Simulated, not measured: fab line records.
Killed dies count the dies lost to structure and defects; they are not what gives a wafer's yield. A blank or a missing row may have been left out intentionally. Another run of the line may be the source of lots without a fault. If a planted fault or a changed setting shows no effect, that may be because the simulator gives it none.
A struck lot beside a sound one :: flow sky130 :: 15 steps out of a route of 708
Sound: the wafers L930.3, L930.4, L930.5. Wafers struck: L940.2, L940.3, L940.5. The cause comes at the end.
Order at every step that has rows: each side's tool, ch and its chambers, its first start. Under that, the readings that differ: sound wafers :: struck wafers :: difference of the means :: sigmas: that difference in standard deviations of wafers without a fault.
alike: words and numbers the same on both sides, and readings whose means are apart by under 2 such deviations; not compared: readings that were withheld, readings missing a value for some wafer, numbers with overlapping values and no deviation given by the record, and bounds like >300 which may hide the same value.
Wherever a step has rows on one side only, a row that says differs or no value, or a row with sigmas, the two part there. When numbers do not overlap yet have no deviation, they are printed without sigmas and do not part them. Lack of a reading on every wafer of one side parts them only where that side has two or more wafers.

SKY_CAP2M_SPUTTER_02: material TiN, target thk 200 nm, time 166.7 s.
  sound on pvd_sputter-04 at day 43 08:23; struck on pvd_sputter-01 at day 46 00:38
  alike: throttle_valve_pct
SKY_CAP2M_RS_MEAS_03: uses a four-point probe to measure.
  sound on film_metro-01 at day 43 08:32; struck on film_metro-01 at day 46 00:46
  alike: CAP2M_TIN_RS
SKY_CAP2M_THK_MEAS_04: measures by xrf.
  sound on film_metro-01 at day 43 08:38; struck on film_metro-01 at day 46 00:53
  alike: CAP2M_TIN_THK
then, 7 steps without rows for these wafers: SKY_CAP2M_DEHYDRATE_05 (time 60 s); SKY_CAP2M_HMDS_06 (prime time 60 s); SKY_CAP2M_COAT_07 (resist thk 1140 nm); SKY_CAP2M_SOFTBAKE_08 (time 60 s); SKY_CAP2M_EXPOSE_09 (exposes mask CAP2M, target cd 1000 nm); SKY_CAP2M_PEB_10; SKY_CAP2M_DEVELOP_11 (develop time 60 s).
SKY_CAP2M_OVL_MEAS_12:
  sound on overlay-01 at day 44 06:49; struck on overlay-02 at day 46 21:23
  alike: CAP2M_OVL
SKY_CAP2M_METAL_ETCH_13: etches TiN in Cl2/BCl3, stops on SiO2, target depth 220 nm, time 62.9 s.
  sound on rie_metal-02 ch 0,1, day 44 06:52; struck on rie_metal-03 ch 0,1, day 46 21:25
  alike: drypump_motor_current_A, oes_product_au, throttle_valve_pct
  not compared: rf_hours_counter_h
SKY_CAP2M_STRIP_14: strips in O2/N2.
  sound on plasma_asher-01 ch 0,1, day 44 06:56; struck on plasma_asher-02 ch 0,1, day 46 21:30
reading: o2_flow_sccm (sccm)
sound: 2993 2988 2999
struck: 3608 3605 3612
difference: +615
sigmas: +77
  alike: drypump_motor_current_A, n2_flow_sccm, oes_product_au, strip_time_to_endpoint_s
  not compared: rf_hours_counter_h
then, 1 step without rows for these wafers: SKY_CAP2M_STRIP_15 (strips in post etch residue remover, time 1200 s).
SKY_PAD_OPEN_PROBE_99:
  sound wafers here have rows in the record (prober-02, day 48 21:07); struck ones have none

## WHERE THEY PART
First at SKY_CAP2M_STRIP_14; last, within this record, at SKY_PAD_OPEN_PROBE_99.

WHY: what the simulator had put in
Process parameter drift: plasma_asher-02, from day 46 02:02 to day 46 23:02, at SKY_CAP2M_STRIP_14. Setting o2_flow_sccm shifted by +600 from 3000. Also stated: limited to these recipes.
